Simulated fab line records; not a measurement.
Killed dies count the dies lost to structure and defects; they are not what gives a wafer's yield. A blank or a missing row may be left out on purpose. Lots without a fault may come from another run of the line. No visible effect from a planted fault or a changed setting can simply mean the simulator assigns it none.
fab line records    flow gf180mcu
[record] lots = 6  wafers = 18  last-day = 34
route steps=602 shown M3@428 V3@429
lots with no fault: from the same line, run without faults
start-h: hours from the record's first day to the start of the lot's first wafer shown    wait-h: how many hours have passed since the lot's step before this one    " identical to the entry in the row above    L1.1+2: several wafers, shown together as one row    - value missing, or start not given    * or withheld: withheld    < > ~ a bound
route shown NAME@n: a module of which the file shows steps, and the number in the route of the first    usual: mean/standard deviation of fault-free wafers    same: alike in all rows    chamber/n: place in a boat    sites: each site's reading    _std_site: their standard deviation    _edge_site: outer sites' mean less inner sites'    radius-mm: how far each site lies from the wafer's centre    mask NAME#n: copy n    behind: the most recent tool/chamber to have shaped the wafer    hold: the reason the lot was held/the length of the hold in hours/how it ended    device: the transistor (n, p or np) that didn't switch    end of line: the route-end tests of the same wafers    a step without rows: its recipe alone    killed: the dies lost at the first sort to structure and to defects; this is not the yield of the wafer    map: shows each die of a wafer: x if killed, . if not, _ if none is there
set.NAME: the setting as run; set.NAME@STEP: as run at that earlier step    model.NAME: the simulator's own value behind a step, which no gauge read
lots at selected steps of the route; one table per step, one row per wafer
services: when a tool's chamber went out of use (start-h, in hours from the record's first day, below 0 if earlier), for how many hours, and the reason
[[steps]]
[step GF_M3_CLEAN_19]
[recipe] chemistry = DIW  dry = n2-spin
[step GF_V3_CVD_00]
[recipe] material = SiO2  target-thk-nm = 600  sigma-open-frac = 0.3  temp-c = 400  time-s = 100  sih4-flow-sccm = 60  pressure-mtorr = 6
[step GF_V3_THK_MEAS_01]
[recipe] reads = SiO2_of_V3_CVD_00
[usual] V3_CVD_00_THK = 601/5.6
lot.wafer  tool           chamber  start-h  wait-h  V3_CVD_00_THK[nm]
L898.2     film-metro-02  -        520.81   0.0     610
L898.5     "              -        "        "       607
L898.6     "              -        "        "       606
L900.2     film-metro-02  -        541.04   0.0     602
L900.3     "              -        "        "       601
L900.5     "              -        "        "       606
L910.3     film-metro-02  -        624.28   0.1     610
L910.4     "              -        "        "       603
L910.5     "              -        "        "       606
L912.1     film-metro-02  -        634.62   0.2     601
L912.4     "              -        "        "       603
L912.6     "              -        "        "       596
L915.3     film-metro-02  -        652.65   0.1     608
L915.5     "              -        "        "       602
L915.6     "              -        "        "       600
L916.2     film-metro-02  -        663.05   0.0     606
L916.5     "              -        "        "       595
L916.6     "              -        "        "       602
[step GF_V3_CVD_02]
[recipe] material = SiO2  target-thk-nm = 850  precursor = TEOS  temp-c = 400  time-s = 94.851  rf-w = 600
[usual] heater-power-w = 682/100
lot.wafer  tool      chamber  start-h  wait-h  heater-power-w
L898.2     pecvd-03  1        520.86   0.0     543
L898.5     "         2        "        "       738
L898.6     "         1        "        "       577
L900.2     pecvd-02  0        541.09   0.0     655
L900.3     "         2        "        "       607
L900.5     "         0        "        "       546
L910.3     pecvd-01  0        624.32   0.0     683
L910.4     "         0        "        "       769
L910.5     "         1        "        "       560
L912.1     pecvd-03  1        634.68   0.1     599
L912.4     "         1        "        "       639
L912.6     "         2        "        "       763
L915.3     pecvd-03  2        652.69   0.0     744
L915.5     "         0        "        "       728
L915.6     "         2        "        "       613
L916.2     pecvd-02  1        663.10   0.0     721
L916.5     "         1        "        "       802
L916.6     "         2        "        "       597
[step GF_V3_THK_MEAS_03]
[recipe] reads = SiO2_of_V3_CVD_02
[usual] V3_CVD_02_THK = 852/10
lot.wafer  tool           chamber  start-h  wait-h  V3_CVD_02_THK[nm]
L898.2     film-metro-01  -        520.94   0.0     858
L898.5     "              -        "        "       870
L898.6     "              -        "        "       852
L900.2     film-metro-01  -        541.17   0.0     843
L900.3     "              -        "        "       860
L900.5     "              -        "        "       866
L910.3     film-metro-02  -        624.41   0.1     837
L910.4     "              -        "        "       855
L910.5     "              -        "        "       850
L912.1     film-metro-01  -        634.75   0.0     843
L912.4     "              -        "        "       859
L912.6     "              -        "        "       869
L915.3     film-metro-03  -        652.78   0.1     858
L915.5     "              -        "        "       864
L915.6     "              -        "        "       865
L916.2     film-metro-03  -        663.18   0.0     836
L916.5     "              -        "        "       848
L916.6     "              -        "        "       841
[step GF_V3_CMP_04]
[recipe] material = SiO2  down-force-psi = 4  platen-rpm = 60  pad-velocity-m-s = 0.94248
[usual] motor-current-A = 12.0/0.73  time-to-endpoint-s = 83/5.9
lot.wafer  tool    chamber  start-h  wait-h  motor-current-A  time-to-endpoint-s
L898.2     cmp-02  0        521.04   0.1     11.7             88
L898.5     "       3        "        "       11.8             93
L898.6     "       0        "        "       12.1             88
L900.2     cmp-02  0        541.39   0.2     11.8             85
L900.3     "       2        "        "       13.6             92
L900.5     "       3        "        "       11.6             95
L910.4     cmp-02  0        624.45   0.0     12.6             83
L910.3     "       1        "        "       12.0             75
L910.5     "       1        "        "       11.7             77
L912.1     cmp-02  2        634.86   0.1     13.2             83
L912.4     "       0        "        "       12.0             82
L912.6     "       1        "        "       12.2             84
L915.3     cmp-01  2        652.87   0.1     11.3             88
L915.5     "       1        "        "       12.5             94
L915.6     "       2        "        "       11.4             88
L916.2     cmp-01  1        663.33   0.1     11.7             80
L916.6     "       3        "        "       11.6             82
L916.5     "       0        "        "       12.7             79
[step GF_V3_BOW_MEAS_05]
[recipe] mode = bow
[usual] V3_BOW = 119/9.5
lot.wafer  tool           chamber  start-h  wait-h  V3_BOW[um]
L898.2     film-metro-03  -        521.31   0.2     128
L898.5     "              -        "        "       115
L898.6     "              -        "        "       116
L900.2     film-metro-03  -        541.66   0.2     115
L900.3     "              -        "        "       106
L900.5     "              -        "        "       114
L910.3     film-metro-03  -        624.79   0.2     115
L910.4     "              -        "        "       112
L910.5     "              -        "        "       126
L912.1     film-metro-02  -        635.11   0.2     131
L912.4     "              -        "        "       115
L912.6     "              -        "        "       114
L915.3     film-metro-03  -        653.16   0.2     133
L915.5     "              -        "        "       135
L915.6     "              -        "        "       137
L916.2     film-metro-03  -        663.55   0.2     111
L916.5     "              -        "        "       112
L916.6     "              -        "        "       109
[step GF_V3_DEHYDRATE_06]
[recipe] temp-c = 200  time-s = 60
[step GF_V3_HMDS_07]
[recipe] prime-time-s = 60  prime-temp-c = 120
[step GF_V3_COAT_08]
[recipe] resist = BARC  temp-c = withheld  time-s = withheld  spin-rpm = withheld  resist-thk-nm = withheld
[step GF_V3_COAT_09]
[recipe] resist = KrF  spin-rpm = withheld  resist-thk-nm = 1000
[step GF_V3_SOFTBAKE_10]
[recipe] temp-c = 130  time-s = 60  resist = KrF
[step GF_V3_EXPOSE_11]
[recipe] mask-id = Via3  target-cd-nm = 260  na = 0.68  source-shape = conventional  sigma-outer = 0.6  dose-mj = 38
[usual] exposure-dose-mJ-cm2 = 38.84/0.05  focus-offset-nm = 0.0/0.5
lot.wafer  tool            chamber  start-h  wait-h  mask    exposure-dose-mJ-cm2  focus-offset-nm
L898.2     krf-scanner-01  0        533.60   -       Via3#0  38.88                 0.6
L898.5     "               0        "        "       Via3#0  38.89                 -0.2
L898.6     "               0        "        "       Via3#0  38.87                 0.6
L900.2     krf-scanner-02  0        553.58   -       Via3#0  38.87                 0.2
L900.3     "               0        "        "       Via3#0  38.83                 0.4
L900.5     "               0        "        "       Via3#0  38.77                 1.2
L910.3     krf-scanner-01  -        634.72   -       Via3#0  -                     -
L910.4     "               -        "        "       Via3#0  -                     -
L910.5     "               -        "        "       Via3#0  -                     -
L912.1     krf-scanner-01  -        645.07   -       Via3#0  -                     -
L912.4     "               -        "        "       Via3#0  -                     -
L912.6     "               -        "        "       Via3#0  -                     -
L915.3     krf-scanner-01  0        663.23   -       Via3#0  38.84                 0.2
L915.5     "               0        "        "       Via3#0  38.83                 0.5
L915.6     "               0        "        "       Via3#0  38.86                 -0.6
L916.2     krf-scanner-02  0        673.43   -       Via3#0  38.77                 -0.8
L916.5     "               0        "        "       Via3#0  38.81                 0.0
L916.6     "               0        "        "       Via3#0  38.82                 -0.3
[step GF_V3_PEB_12]
[recipe] peb-temp-c = 133.8  peb-time-s = 90  resist = KrF
[[services]]
tool            chamber  start-h  hours  kind
cmp-01          -        523.45   3.2    pm
pecvd-03        0        533.68   8.0    repair
krf-scanner-02  -        536.12   0.8    pm
krf-scanner-02  -        546.21   1.5    repair
pecvd-02        0        549.46   5.2    repair
krf-scanner-02  0        551.90   -      calibration
krf-scanner-02  -        559.42   0.3    repair
cmp-01          -        565.42   11.6   pm
krf-scanner-02  -        567.74   1.0    pm
cmp-02          -        572.28   4.0    pm
cmp-02          -        576.28   -      consumable-replace:conditioner
cmp-02          -        576.28   -      consumable-replace:pad
krf-scanner-01  -        583.81   1.0    pm
krf-scanner-01  0        593.08   -      calibration
krf-scanner-02  -        603.99   3.0    pm
krf-scanner-01  -        605.95   1.5    repair
cmp-01          -        611.56   2.9    repair
krf-scanner-01  -        615.56   0.3    repair
cmp-02          -        625.42   9.2    pm
pecvd-03        -        627.74   2.8    pm
pecvd-02        2        640.51   2.1    repair
krf-scanner-02  -        650.04   1.3    pm
pecvd-03        2        654.34   4.8    repair
krf-scanner-01  -        672.21   1.3    pm
[[key]]
[first-sign] step = GF_V3_EXPOSE_11  reading = tool-record  direction = missing
effect none on later readings
met-at GF_V3_EXPOSE_11
struck-wafers L910.3,L910.4,L910.5,L912.1,L912.4,L912.6
later-rows-left-out L910.3,L910.4,L910.5,L912.1,L912.4,L912.6
sort-left-out L910.3,L910.4,L910.5,L912.1,L912.4,L912.6
onset-between 533.60 634.72
[fault] kind = skipped-step-whole  tool = krf-scanner-01  chamber = -  onset-h = 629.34  steps = GF_V3_EXPOSE_11  scope = struck-lots-only
// sort-left-out: the simulated sort isn't trusted on such a fault, so these wafers' sort isn't shown, and their yield isn't known
// later-rows-left-out: the simulator's readings of these wafers behind a module that went badly wrong aren't trusted and aren't shown, but for the sort
